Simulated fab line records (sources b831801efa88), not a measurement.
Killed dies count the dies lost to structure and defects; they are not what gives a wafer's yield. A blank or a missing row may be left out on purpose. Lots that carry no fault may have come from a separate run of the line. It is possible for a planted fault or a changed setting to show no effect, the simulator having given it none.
A single fault, viewed from 2 desks | flow gf180mcu | each desk has only its own numbers; what lay behind them comes last

## METROLOGY DESK
What the gauges read for every lot (on any tool): the sampled wafers with a number, averaged. A lot is out of limits, marked OUT, if its mean lies more than 4 standard deviations from the usual mean; the brackets give that distance.
Columns: A = CONTACT_CVD_00_THK at GF_CONTACT_THK_MEAS_01, usual 300 nm; B = cd_nm at GF_CONTACT_CD_MEAS_14, usual 220.0 nm; C = CONTACT_W_RS at GF_CONTACT_RS_MEAS_25, usual 0.381 ohm/sq; D = CONTACT_W_THK at GF_CONTACT_THK_MEAS_26, usual 299 nm
lot  | first seen here | A   | B     | C                | D
L161 | day 15 19:20    | 300 | 221.0 | 0.373            | 306
L162 | day 16 03:45    | 300 | 218.4 | 0.390            | 293
L163 | day 16 12:19    | 307 | 220.9 | 0.389            | 291
L164 | day 16 23:29    | 299 | 219.7 | 0.389            | 291
L168 | day 18 14:50    | 300 | 218.4 | 0.370            | 309
L169 | day 18 18:43    | 298 | 220.2 | 0.340 (-4.7) OUT | 335 (+5.4) OUT
L170 | day 19 02:34    | 300 | 220.5 | 0.344 (-4.2) OUT | 330 (+4.7) OUT
L171 | day 19 14:44    | 301 | 219.1 | 0.360            | 314
L179 | day 22 09:19    | 298 | 220.1 | 0.393            | 292
L180 | day 22 15:11    | 302 | 219.2 | 0.389            | 295
L181 | day 23 01:25    | 298 | 218.8 | 0.372            | 309
L182 | day 23 07:52    | 300 | 220.6 | 0.380            | 302
This desk finds L169, L170 out of limits, with the earliest case on L169 at day 19 19:59 (CONTACT_W_RS at GF_CONTACT_RS_MEAS_25). L161, L162, L163, L164, L168, L171, L179, L180, L181, L182 stayed within limits.

## TOOL OWNER'S DESK, cvd_w-01
The tool's own readings at GF_CONTACT_CVD_24 (deposits W, target thk 300 nm, time 90.339 s): means of the sampled wafers that have a number, for each lot that ran on this tool. A lot is out of limits, marked OUT, if its mean lies more than 4 standard deviations from the usual mean; the brackets give that distance.
Columns: A = heater_power_outer_w at GF_CONTACT_CVD_24, usual 522 W; B = heater_power_w at GF_CONTACT_CVD_24, usual 864 W; C = susceptor_temp_C at GF_CONTACT_CVD_24, usual 399.98 C
lot  | first seen here | A   | B   | C
L161 | day 16 18:59    | 524 | 863 | 399.80
L168 | day 19 14:56    | 506 | 861 | 399.75
L169 | day 19 19:53    | 489 | 860 | 405.00 (+20) OUT
L170 | day 20 04:12    | 501 | 849 | 405.05 (+20) OUT
L171 | day 20 15:27    | 476 | 778 | 402.43 (+9.8) OUT
L181 | day 24 00:50    | 487 | 825 | 400.26
L182 | day 24 07:57    | 461 | 788 | 400.01
This desk finds L169, L170, L171 out of limits, L169 being first, at day 19 19:53 (susceptor_temp_C at GF_CONTACT_CVD_24). L161, L168, L181, L182 stayed within limits.

## ALL TOGETHER
On L169, L170, L171, at day 19 19:53, an alarm was possible from the tool owner's desk.
Metrology desk: alarm possible at day 19 19:59 on L169, L170.
The metrology desk holds a record of L171, inside its limits.
All the named lots went through GF_CONTACT_CVD_24 on cvd_w-01.

## WHAT THE SIMULATOR HAD INSERTED
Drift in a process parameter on cvd_w-01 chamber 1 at GF_CONTACT_CVD_24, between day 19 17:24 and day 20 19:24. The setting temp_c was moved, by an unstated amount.
Struck lots among those shown: L169, L170, L171.
Hours from the fault's start to each desk's first reading out of limits: the tool owner's desk, 2; the metrology desk, 3.
